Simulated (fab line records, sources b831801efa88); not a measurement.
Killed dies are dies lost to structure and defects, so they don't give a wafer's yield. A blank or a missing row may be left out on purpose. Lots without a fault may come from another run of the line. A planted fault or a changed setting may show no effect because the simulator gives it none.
fab line records | flow sky130
record lots=24 wafers=72 last_day=51
route steps=708 shown PWDE@54 NWELL@81 VT_ADJUST_PCH@150 SONOS_TUNNEL@166 SONOS_ONO@173
lots that met no fault: from a run of the same line without faults
start_h: hours from the record's first day to the start of the lot's first wafer shown | wait_h: hours since the lot's step before | " the same as in the row above | L1.1+2: a row that stands for several wafers | - no value, or no start given | * or withheld: withheld | < > ~ a bound
route shown NAME@n: a module of which the file shows steps, and the number in the route of the first | usual: mean/standard deviation of fault-free wafers | same: alike in all rows | chamber/n: place in a boat | sites: the reading at each site | _std_site: their standard deviation | _edge_site: outer sites' mean less inner sites' | radius_mm: how far each site lies from the wafer's centre | mask NAME#n: copy n | behind: the tool/chamber that last shaped the wafer | hold: why the lot was held/for how many hours/how that ended | device: the transistor (n, p or np) that didn't switch | end of line: the same wafers' tests at the end of the route | a step without rows: its recipe alone | killed: dies lost to structure and defects at the first sort, not the wafer's yield | map: a wafer's dies, x killed, . not, _ none there
set.NAME: the setting as run; set.NAME@STEP: as run at that earlier step | model.NAME: the simulator's own value behind a step, which no gauge read
steps of the route over a sample of lots; a table a step, a row a wafer
services: from which hour (start_h, from the record's first day; less than 0 if before it) a tool's chamber was out of use, for how many hours, and why
## steps
# step SKY_PWDE_STRIP_09
# recipe chemistry=O2/N2 power_w=1400 pressure_mtorr=1500 platen_temp_c=withheld o2_flow_sccm=3000 n2_flow_sccm=300 overash_fraction=0.5
# usual drypump_motor_current_A=5.73/0.25 oes_product_au=0.723/0.0044 strip_time_to_endpoint_s=36.97/0.1
# columns lot.wafer tool chamber start_h wait_h drypump_motor_current_A oes_product_au rf_hours_counter_h strip_time_to_endpoint_s
L074.2 plasma_asher-01 0 73.91 0.1 5.99 0.724 37 36.95
L074.3 " 1 " " 5.79 0.722 - 36.94
L074.4 " 0 " " 5.98 0.728 - 36.87
L075.3 plasma_asher-02 1 75.98 0.1 5.59 0.721 - 37.00
L075.5 " 0 " " 6.07 0.713 - 36.94
L075.6 " 1 " " 5.59 0.724 - 37.04
L076.3 plasma_asher-01 1 85.23 0.1 5.81 0.720 - 37.03
L076.4 " 0 " " 5.98 0.722 - 36.92
L076.5 " 1 " " 5.82 0.727 - 37.08
L077.2 plasma_asher-02 1 90.41 0.1 5.62 0.733 28 37.12
L077.3 " 0 " " 6.07 0.723 - 37.17
L077.6 " 0 " " 6.09 0.727 - 37.05
L078.3 plasma_asher-03 0 94.43 0.1 5.31 0.725 - 36.99
L078.4 " 1 " " 5.62 0.728 - 36.93
L078.5 " 0 " " 5.32 0.725 - 36.81
L079.1 plasma_asher-02 1 99.90 0.1 5.61 0.724 29 37.05
L079.2 " 0 " " 6.11 0.731 29 37.18
L079.4 " 0 " " 6.13 0.722 - 37.07
L080.4 plasma_asher-03 0 104.73 0.1 5.30 0.721 - 36.87
L080.5 " 1 " " 5.59 0.712 - 36.94
L080.6 " 0 " " 5.31 0.722 - 36.99
L081.1 plasma_asher-01 0 108.95 0.1 5.98 0.724 40 36.91
L081.3 " 1 " " 5.76 0.716 - 36.91
L081.6 " 0 " " 5.99 0.717 - 37.04
L082.3 plasma_asher-01 0 114.23 0.1 5.98 0.728 - 36.99
L082.4 " 1 " " 5.79 0.724 - 36.87
L082.6 " 0 " " 5.99 0.724 - 37.03
L083.1 plasma_asher-03 1 118.95 0.1 5.60 0.717 0 37.00
L083.2 " 0 " " 5.32 0.720 0 36.96
L083.5 " 1 " " 5.60 0.722 - 37.06
L084.2 plasma_asher-03 1 124.41 0.1 5.58 0.723 1 36.80
L084.5 " 0 " " 5.32 0.728 - 36.82
L084.6 " 1 " " 5.58 0.721 - 36.89
L085.1 plasma_asher-02 0 134.40 0.1 6.02 0.723 33 36.82
L085.4 " 0 " " 6.08 0.724 - 36.87
L085.6 " 1 " " 5.61 0.721 - 36.89
L086.1 plasma_asher-01 1 136.55 0.1 5.78 0.721 43 37.10
L086.2 " 0 " " 5.98 0.723 43 37.17
L086.5 " 1 " " 5.79 0.712 - 37.02
L087.2 plasma_asher-01 1 141.10 0.1 5.76 0.726 44 37.09
L087.4 " 1 " " 5.80 0.721 - 37.09
L087.5 " 1 " " 5.79 0.720 - 37.00
L088.2 plasma_asher-01 0 148.00 0.1 5.98 0.718 45 36.84
L088.3 " 1 " " 5.76 0.731 - 36.93
L088.5 " 1 " " 5.79 0.722 - 36.86
L089.2 plasma_asher-02 1 154.21 0.1 5.59 0.726 35 37.06
L089.3 " 1 " " 5.58 0.716 - 37.12
L089.6 " 1 " " 5.61 0.722 - 37.11
L090.1 plasma_asher-01 1 160.50 0.1 5.82 0.724 46 37.02
L090.4 " 0 " " 6.00 0.721 - 36.82
L090.5 " 1 " " 5.81 0.723 - 36.96
L091.1 plasma_asher-03 0 167.90 0.1 5.33 0.716 5 36.85
L091.2 " 1 " " 5.59 0.724 5 36.83
L091.4 " 1 " " 5.60 0.725 - 36.97
L092.3 plasma_asher-02 1 173.54 0.1 5.61 0.709 - 36.91
L092.5 " 0 " " 6.05 0.721 - 36.93
L092.6 " 1 " " 5.61 0.724 - 36.90
L093.2 plasma_asher-03 1 175.80 0.1 5.61 0.723 5 36.86
L093.4 " 1 " " 5.62 0.715 - 36.97
L093.5 " 0 " " 5.28 0.718 - 36.87
L094.1 plasma_asher-03 1 182.35 0.1 5.61 0.722 6 36.93
L094.4 " 0 " " 5.31 0.725 - 36.86
L094.6 " 1 " " 5.62 0.724 - 36.91
L095.1 plasma_asher-03 1 187.86 0.1 5.61 0.726 6 37.16
L095.4 " 1 " " 5.60 0.725 - 37.15
L095.6 " 0 " " 5.31 0.720 - 37.09
L096.1 plasma_asher-01 1 196.00 0.1 5.81 0.724 49 37.16
L096.3 " 0 " " 5.98 0.724 - 37.13
L096.5 " 0 " " 5.99 0.731 - 37.00
L097.2 plasma_asher-02 0 203.51 0.1 6.07 0.716 39 36.95
L097.4 " 0 " " 6.02 0.727 - 36.92
L097.6 " 0 " " 6.11 0.721 - 36.90
# step SKY_NWELL_RTA_28
# recipe temp_c=1050 time_s=30 idle_temp_c=650 ramp_up_c_per_s=150 ramp_down_c_per_s=90 ambient=N2
# usual lamp_power_pct=25.30/0.053 wafer_temp_C_max=1054.9/0.89
# columns lot.wafer tool chamber start_h wait_h lamp_power_pct wafer_temp_C_max
L074.2 rtp_anneal-01 0 109.81 0.0 25.27 1053.3
L074.3 " 0 " " 25.29 1055.7
L074.4 " 0 " " 25.37 1054.0
L075.3 rtp_anneal-02 0 111.11 0.0 25.22 1054.1
L075.5 " 0 " " 25.29 1054.4
L075.6 " 0 " " 25.29 1054.2
L076.3 rtp_anneal-01 0 120.52 0.0 25.36 1054.5
L076.4 " 0 " " 25.20 1054.8
L076.5 " 0 " " 25.31 1053.5
L077.2 rtp_anneal-01 0 126.88 0.0 25.21 1053.9
L077.3 " 0 " " 25.36 1054.0
L077.6 " 0 " " 25.39 1058.0
L078.3 rtp_anneal-02 0 131.54 0.0 25.35 1055.3
L078.4 " 0 " " 25.32 1055.9
L078.5 " 0 " " 25.24 1055.5
L079.1 rtp_anneal-01 0 137.87 0.0 25.30 1055.1
L079.2 " 0 " " 25.38 1057.6
L079.4 " 0 " " 25.29 1053.7
L080.4 rtp_anneal-01 0 141.71 0.1 25.35 1056.8
L080.5 " 0 " " 25.29 1055.5
L080.6 " 0 " " 25.30 1053.2
L081.1 rtp_anneal-02 0 147.98 0.0 25.22 1054.9
L081.3 " 0 " " 25.36 1054.6
L081.6 " 0 " " 25.28 1055.5
L082.3 rtp_anneal-01 0 154.24 0.0 25.22 1054.7
L082.4 " 0 " " 25.34 1055.1
L082.6 " 0 " " 25.26 1054.6
L083.1 rtp_anneal-02 0 159.37 0.0 25.36 1054.8
L083.2 " 0 " " 25.30 1056.2
L083.5 " 0 " " 25.39 1055.9
L084.2 rtp_anneal-01 0 165.18 0.0 25.35 1055.3
L084.5 " 0 " " 25.26 1056.2
L084.6 " 0 " " 25.31 1055.7
L085.1 rtp_anneal-02 0 176.02 0.0 25.24 1054.8
L085.4 " 0 " " 25.38 1054.6
L085.6 " 0 " " 25.33 1053.4
L086.1 rtp_anneal-01 0 177.63 0.0 25.20 1055.9
L086.2 " 0 " " 25.31 1054.2
L086.5 " 0 " " 25.30 1054.5
L087.2 rtp_anneal-02 0 182.92 0.0 25.31 1054.5
L087.4 " 0 " " 25.33 1054.6
L087.5 " 0 " " 25.34 1054.2
L088.2 rtp_anneal-01 0 191.27 0.0 25.32 1054.6
L088.3 " 0 " " 25.31 1054.5
L088.5 " 0 " " 25.24 1054.4
L089.2 rtp_anneal-01 0 196.65 0.0 25.26 1055.0
L089.3 " 0 " " 25.33 1056.2
L089.6 " 0 " " 25.40 1054.2
L090.1 rtp_anneal-01 0 204.51 0.0 25.23 1053.9
L090.4 " 0 " " 25.18 1055.9
L090.5 " 0 " " 25.37 1055.0
L091.1 rtp_anneal-02 0 212.71 0.0 25.29 1055.9
L091.2 " 0 " " 25.29 1053.9
L091.4 " 0 " " 25.34 1055.9
L092.3 rtp_anneal-02 0 219.45 0.0 25.29 1054.4
L092.5 " 0 " " 25.22 1056.8
L092.6 " 0 " " 25.31 1055.4
L093.2 rtp_anneal-01 0 221.14 0.0 25.34 1055.5
L093.4 " 0 " " 25.26 1055.8
L093.5 " 0 " " 25.20 1055.2
L094.1 rtp_anneal-02 0 228.42 0.0 25.32 1053.9
L094.4 " 0 " " 25.23 1056.0
L094.6 " 0 " " 25.32 1054.9
L095.1 rtp_anneal-01 0 234.57 0.0 25.34 1054.0
L095.4 " 0 " " 25.27 1054.1
L095.6 " 0 " " 25.34 1054.7
L096.1 rtp_anneal-02 0 243.73 0.0 25.30 1054.0
L096.3 " 0 " " 25.25 1053.0
L096.5 " 0 " " 25.31 1054.1
L097.2 rtp_anneal-01 0 252.83 0.0 25.24 1055.0
L097.4 " 0 " " 25.34 1055.0
L097.6 " 0 " " 25.28 1054.6
# step SKY_VT_ADJUST_PCH_OVL_MEAS_07
# usual VT_ADJUST_PCH_OVL=-0.3/1.5
# columns lot.wafer tool chamber start_h wait_h VT_ADJUST_PCH_OVL[nm]
L074.2 overlay-02 - 238.22 - -0.5
L074.3 " - " " -1.2
L074.4 " - " " -1.5
L075.3 overlay-01 - 242.57 - -0.3
L075.5 " - " " 1.6
L075.6 " - " " 0.9
L076.3 overlay-01 - 253.07 - -0.6
L076.4 " - " " 1.9
L076.5 " - " " 0.5
L077.2 overlay-02 - 260.22 - -1.4
L077.3 " - " " 0.7
L077.6 " - " " 0.1
L078.3 overlay-02 - 267.80 - 2.1
L078.4 " - " " 0.4
L078.5 " - " " -1.0
L079.1 overlay-02 - 274.86 - 0.5
L079.2 " - " " 0.6
L079.4 " - " " -1.3
L080.4 overlay-01 - 280.78 - 0.1
L080.5 " - " " -0.7
L080.6 " - " " 0.3
L081.1 overlay-01 - 288.81 - -1.8
L081.3 " - " " 0.8
L081.6 " - " " 0.8
L082.3 overlay-01 - 297.15 - 0.8
L082.4 " - " " 1.2
L082.6 " - " " 0.3
L083.1 overlay-01 - 304.94 - 0.6
L083.2 " - " " 1.5
L083.5 " - " " 0.3
L084.2 overlay-01 - 311.67 - 3.1
L084.5 " - " " 2.2
L084.6 " - " " 3.4
L085.1 overlay-02 - 326.09 - -0.1
L085.4 " - " " 0.8
L085.6 " - " " -0.6
L086.1 overlay-01 - 327.09 - -0.1
L086.2 " - " " -1.1
L086.5 " - " " -2.2
L087.2 overlay-02 - 333.79 - -0.4
L087.4 " - " " 0.3
L087.5 " - " " 0.7
L088.2 overlay-02 - 346.17 - -1.4
L088.3 " - " " -2.5
L088.5 " - " " -1.2
L089.2 overlay-02 - 353.06 - -4.5
L089.3 " - " " -3.0
L089.6 " - " " -3.1
L090.1 overlay-01 - 361.24 - 1.1
L090.4 " - " " -0.2
L090.5 " - " " 3.0
L091.1 overlay-01 - 370.34 - -0.5
L091.2 " - " " -1.5
L091.4 " - " " -1.5
L092.3 overlay-01 - 380.37 - 2.0
L092.5 " - " " 0.9
L092.6 " - " " 1.2
L093.2 overlay-01 - 383.31 - -0.7
L093.4 " - " " 0.2
L093.5 " - " " -0.1
L094.1 overlay-02 - 391.51 - 0.3
L094.4 " - " " 0.6
L094.6 " - " " -1.0
L095.1 overlay-02 - 398.06 - -0.8
L095.4 " - " " -2.8
L095.6 " - " " -1.2
L096.1 overlay-02 - 410.21 - -0.8
L096.3 " - " " -1.7
L096.5 " - " " -1.5
L097.2 overlay-01 - 418.71 - -1.2
L097.4 " - " " -1.7
L097.6 " - " " -1.3
# step SKY_VT_ADJUST_PCH_STRIP_09
# recipe chemistry=O2/N2 power_w=1400 pressure_mtorr=1500 platen_temp_c=withheld o2_flow_sccm=3000 n2_flow_sccm=300 overash_fraction=0.5
# usual drypump_motor_current_A=5.61/0.28 oes_product_au=0.723/0.0041 strip_time_to_endpoint_s=36.94/0.12
# columns lot.wafer tool chamber start_h wait_h drypump_motor_current_A oes_product_au rf_hours_counter_h strip_time_to_endpoint_s
L074.2 plasma_asher-03 0 238.40 0.1 5.35 0.729 11 37.00
L074.3 " 0 " " 5.34 0.728 - 36.90
L074.4 " 1 " " 5.58 0.726 - 37.06
L075.3 plasma_asher-04 1 242.78 0.1 5.87 0.720 - 36.86
L075.5 " 1 " " 5.87 0.717 - 36.83
L075.6 " 0 " " 5.19 0.730 - 36.76
L076.3 plasma_asher-03 1 253.28 0.1 5.60 0.722 - 36.83
L076.4 " 0 " " 5.31 0.726 - 36.83
L076.5 " 1 " " 5.61 0.721 - 36.98
L077.2 plasma_asher-03 0 260.40 0.1 5.29 0.723 13 37.07
L077.3 " 0 " " 5.33 0.721 - 37.00
L077.6 " 1 " " 5.62 0.723 - 37.16
L078.3 plasma_asher-03 0 268.01 0.1 5.31 0.725 - 37.08
L078.4 " 1 " " 5.62 0.719 - 37.04
L078.5 " 1 " " 5.61 0.726 - 36.92
L079.1 plasma_asher-01 1 275.20 0.2 5.77 0.720 57 37.14
L079.2 " 0 " " 5.99 0.718 57 37.11
L079.4 " 1 " " 5.79 0.719 - 37.07
L080.4 plasma_asher-04 0 280.98 0.1 5.17 0.726 - 37.27
L080.5 " 0 " " 5.16 0.719 - 37.10
L080.6 " 1 " " 5.87 0.722 - 37.10
L081.1 plasma_asher-01 0 289.00 0.1 5.97 0.723 58 36.90
L081.3 " 0 " " 5.98 0.725 - 36.90
L081.6 " 1 " " 5.79 0.719 - 36.90
L082.3 plasma_asher-01 0 297.36 0.1 6.00 0.726 - 36.86
L082.4 " 1 " " 5.79 0.711 - 36.95
L082.6 " 1 " " 5.80 0.728 - 36.90
L083.1 plasma_asher-01 1 305.12 0.1 5.78 0.724 60 37.00
L083.2 " 0 " " 5.98 0.720 60 36.83
L083.5 " 0 " " 5.99 0.709 - 37.01
L084.2 plasma_asher-01 1 311.85 0.1 5.80 0.724 61 36.95
L084.5 " 1 " " 5.79 0.721 - 36.99
L084.6 " 0 " " 5.98 0.717 - 36.98
L085.1 plasma_asher-01 1 326.27 0.1 5.80 0.721 63 36.94
L085.4 " 1 " " 5.81 0.715 - 37.04
L085.6 " 0 " " 5.99 0.718 - 37.03
L086.1 plasma_asher-04 1 327.27 0.1 5.83 0.721 61 36.96
L086.2 " 0 " " 5.17 0.725 61 36.98
L086.5 " 1 " " 5.82 0.726 - 37.01
L087.2 plasma_asher-03 1 333.97 0.1 5.60 0.736 19 36.84
L087.4 " 0 " " 5.30 0.723 - 36.96
L087.5 " 0 " " 5.31 0.721 - 36.92
L088.2 plasma_asher-03 0 346.35 0.1 5.30 0.722 20 36.84
L088.3 " 0 " " 5.28 0.726 - 36.97
L088.5 " 0 " " 5.30 0.727 - 37.00
L089.2 plasma_asher-03 1 353.24 0.1 5.59 0.718 21 36.80
L089.3 " 0 " " 5.30 0.717 - 36.90
L089.6 " 1 " " 5.58 0.725 - 36.93
L090.1 plasma_asher-04 0 361.42 0.1 5.17 0.720 64 36.70
L090.4 " 0 " " 5.14 0.728 - 36.72
L090.5 " 0 " " 5.13 0.722 - 36.71
L091.1 plasma_asher-01 0 370.52 0.1 6.01 0.725 67 36.83
L091.2 " 1 " " 5.78 0.717 67 36.77
L091.4 " 1 " " 5.80 0.725 - 36.84
L092.3 plasma_asher-03 1 380.58 0.1 5.58 0.726 - 36.83
L092.5 " 0 " " 5.30 0.718 - 36.96
L092.6 " 1 " " 5.60 0.724 - 36.77
L093.2 plasma_asher-04 0 383.49 0.1 5.17 0.723 66 36.80
L093.4 " 0 " " 5.17 0.723 - 36.79
L093.5 " 1 " " 5.87 0.715 - 36.87
L094.1 plasma_asher-03 0 391.69 0.1 5.32 0.720 25 36.93
L094.4 " 0 " " 5.33 0.721 - 37.01
L094.6 " 1 " " 5.58 0.719 - 36.95
L095.1 plasma_asher-03 1 398.24 0.1 5.62 0.722 25 36.89
L095.4 " 0 " " 5.29 0.723 - 36.90
L095.6 " 1 " " 5.60 0.728 - 36.99
L096.1 plasma_asher-01 1 410.39 0.1 5.78 0.723 71 37.06
L096.3 " 1 " " 5.78 0.728 - 37.11
L096.5 " 1 " " 5.79 0.722 - 37.04
L097.2 plasma_asher-04 0 418.89 0.1 5.15 0.724 70 37.12
L097.4 " 0 " " 5.16 0.728 - 37.09
L097.6 " 1 " " 5.86 0.727 - 37.04
# step SKY_SONOS_TUNNEL_TW_MEAS_12
# usual SONOS_TUNNEL_TW=196.0/1.3
# columns lot.wafer tool chamber start_h wait_h SONOS_TUNNEL_TW
L074.2 film_metro-03 - 263.99 0.0 197.1
L074.3 " - " " 196.3
L074.4 " - " " 195.9
L075.3 film_metro-02 - 269.03 0.0 194.5
L075.5 " - " " 194.9
L075.6 " - " " 193.8
L076.3 film_metro-01 - 279.36 0.0 197.8
L076.4 " - " " 197.1
L076.5 " - " " 197.8
L077.2 film_metro-02 - 286.81 0.0 194.6
L077.3 " - " " 195.0
L077.6 " - " " 195.1
L078.3 film_metro-03 - 294.70 0.0 195.3
L078.4 " - " " 197.1
L078.5 " - " " 195.4
L079.1 film_metro-03 - 302.89 0.0 196.5
L079.2 " - " " 196.9
L079.4 " - " " 195.8
L080.4 film_metro-03 - 308.73 0.0 195.0
L080.5 " - " " 195.1
L080.6 " - " " 195.5
L081.1 film_metro-01 - 317.48 0.0 196.9
L081.3 " - " " 196.2
L081.6 " - " " 196.8
L082.3 film_metro-01 - 325.76 0.0 196.2
L082.4 " - " " 198.0
L082.6 " - " " 197.7
L083.1 film_metro-03 - 333.69 0.0 196.3
L083.2 " - " " 196.5
L083.5 " - " " 196.0
L084.2 film_metro-02 - 339.77 0.0 194.0
L084.5 " - " " 195.3
L084.6 " - " " 194.8
L085.1 film_metro-02 - 354.76 0.0 194.4
L085.4 " - " " 194.2
L085.6 " - " " 195.3
L086.1 film_metro-03 - 355.69 0.0 197.4
L086.2 " - " " 197.5
L086.5 " - " " 196.6
L087.2 film_metro-01 - 361.46 0.0 196.7
L087.4 " - " " 196.1
L087.5 " - " " 196.4
L088.2 film_metro-03 - 374.76 0.0 196.8
L088.3 " - " " 196.3
L088.5 " - " " 197.3
L089.2 film_metro-01 - 381.45 0.0 195.8
L089.3 " - " " 195.8
L089.6 " - " " 196.3
L090.1 film_metro-01 - 389.89 0.0 196.5
L090.4 " - " " 196.8
L090.5 " - " " 196.9
L091.1 film_metro-02 - 400.00 0.0 195.2
L091.2 " - " " 194.6
L091.4 " - " " 194.5
L092.3 film_metro-02 - 410.61 0.0 193.1
L092.5 " - " " 192.0
L092.6 " - " " 192.8
L093.2 film_metro-03 - 414.14 0.0 198.3
L093.4 " - " " 197.6
L093.5 " - " " 198.0
L094.1 film_metro-03 - 421.94 0.0 196.2
L094.4 " - " " 197.6
L094.6 " - " " 197.1
L095.1 film_metro-01 - 429.49 0.0 196.2
L095.4 " - " " 195.3
L095.6 " - " " 195.0
L096.1 film_metro-03 - 442.18 0.0 196.2
L096.3 " - " " 197.0
L096.5 " - " " 196.7
L097.2 film_metro-03 - 450.36 0.0 196.1
L097.4 " - " " 196.6
L097.6 " - " " 195.4
# step SKY_SONOS_ONO_THK_MEAS_05
# recipe reads=SiO2_of_SONOS_ONO_CVD_04
# usual SONOS_ONO_CVD_04_THK=5.73/0.12
# columns lot.wafer tool chamber start_h wait_h SONOS_ONO_CVD_04_THK[nm]
L074.2 film_metro-04 - 268.88 0.0 6.00
L074.3 " - " " 5.98
L074.4 " - " " 6.03
L075.3 film_metro-04 - 273.18 0.0 5.82
L075.5 " - " " 5.87
L075.6 " - " " 5.82
L076.3 film_metro-02 - 283.47 0.0 5.81
L076.4 " - " " 5.75
L076.5 " - " " 5.87
L077.2 film_metro-02 - 292.80 0.0 5.90
L077.3 " - " " 5.79
L077.6 " - " " 5.79
L078.3 film_metro-01 - 300.04 0.0 5.87
L078.4 " - " " 5.95
L078.5 " - " " 5.89
L079.1 film_metro-01 - 308.39 0.0 5.76
L079.2 " - " " 5.61
L079.4 " - " " 5.60
L080.4 film_metro-01 - 312.62 0.0 5.71
L080.5 " - " " 5.81
L080.6 " - " " 5.83
L081.1 film_metro-01 - 323.59 0.0 5.67
L081.3 " - " " 5.69
L081.6 " - " " 5.66
L082.3 film_metro-02 - 332.84 0.0 5.86
L082.4 " - " " 5.72
L082.6 " - " " 5.69
L083.1 film_metro-04 - 339.94 0.0 5.76
L083.2 " - " " 5.54
L083.5 " - " " 5.57
L084.2 film_metro-04 - 344.80 0.0 5.57
L084.5 " - " " 5.66
L084.6 " - " " 5.58
L085.1 film_metro-04 - 359.80 0.0 5.60
L085.4 " - " " 5.69
L085.6 " - " " 5.74
L086.1 film_metro-02 - 359.80 0.0 5.74
L086.2 " - " " 5.79
L086.5 " - " " 5.73
L087.2 film_metro-04 - 368.68 0.0 5.63
L087.4 " - " " 5.60
L087.5 " - " " 5.69
L088.2 film_metro-02 - 379.64 0.0 5.65
L088.3 " - " " 5.64
L088.5 " - " " 5.67
L089.2 film_metro-02 - 387.40 0.0 5.65
L089.3 " - " " 5.61
L089.6 " - " " 5.63
L090.1 film_metro-02 - 395.24 0.0 5.54
L090.4 " - " " 5.53
L090.5 " - " " 5.60
L091.1 film_metro-01 - 406.66 0.0 5.61
L091.2 " - " " 5.79
L091.4 " - " " 5.69
L092.3 film_metro-01 - 415.86 0.0 5.79
L092.5 " - " " 5.87
L092.6 " - " " 5.83
L093.2 film_metro-01 - 418.10 0.0 5.65
L093.4 " - " " 5.56
L093.5 " - " " 5.52
L094.1 film_metro-02 - 426.58 0.0 5.67
L094.4 " - " " 5.75
L094.6 " - " " 5.77
L095.1 film_metro-01 - 433.33 0.0 5.78
L095.4 " - " " 5.68
L095.6 " - " " 5.72
L096.1 film_metro-01 - 446.02 0.0 5.71
L096.3 " - " " 5.81
L096.5 " - " " 5.80
L097.2 film_metro-02 - 455.37 0.0 5.92
L097.4 " - " " 5.75
L097.6 " - " " 5.84
## services
# columns tool chamber start_h hours kind
plasma_asher-04 - 106.58 6.5 repair
plasma_asher-03 - 108.75 9.0 pm
plasma_asher-03 0 108.75 9.0 vent_cycle
plasma_asher-03 1 108.75 9.0 vent_cycle
plasma_asher-01 - 112.47 1.7 repair
plasma_asher-04 - 113.67 3.4 repair
plasma_asher-03 0 117.75 - clean
plasma_asher-03 1 117.75 - clean
plasma_asher-03 - 232.66 1.1 repair
plasma_asher-03 - 263.08 4.1 repair
rtp_anneal-01 - 283.10 2.6 pm
plasma_asher-03 - 289.54 9.0 repair
plasma_asher-04 - 300.90 3.5 repair
plasma_asher-04 - 341.31 3.1 repair
rtp_anneal-02 - 398.53 3.6 pm
## key
fault none
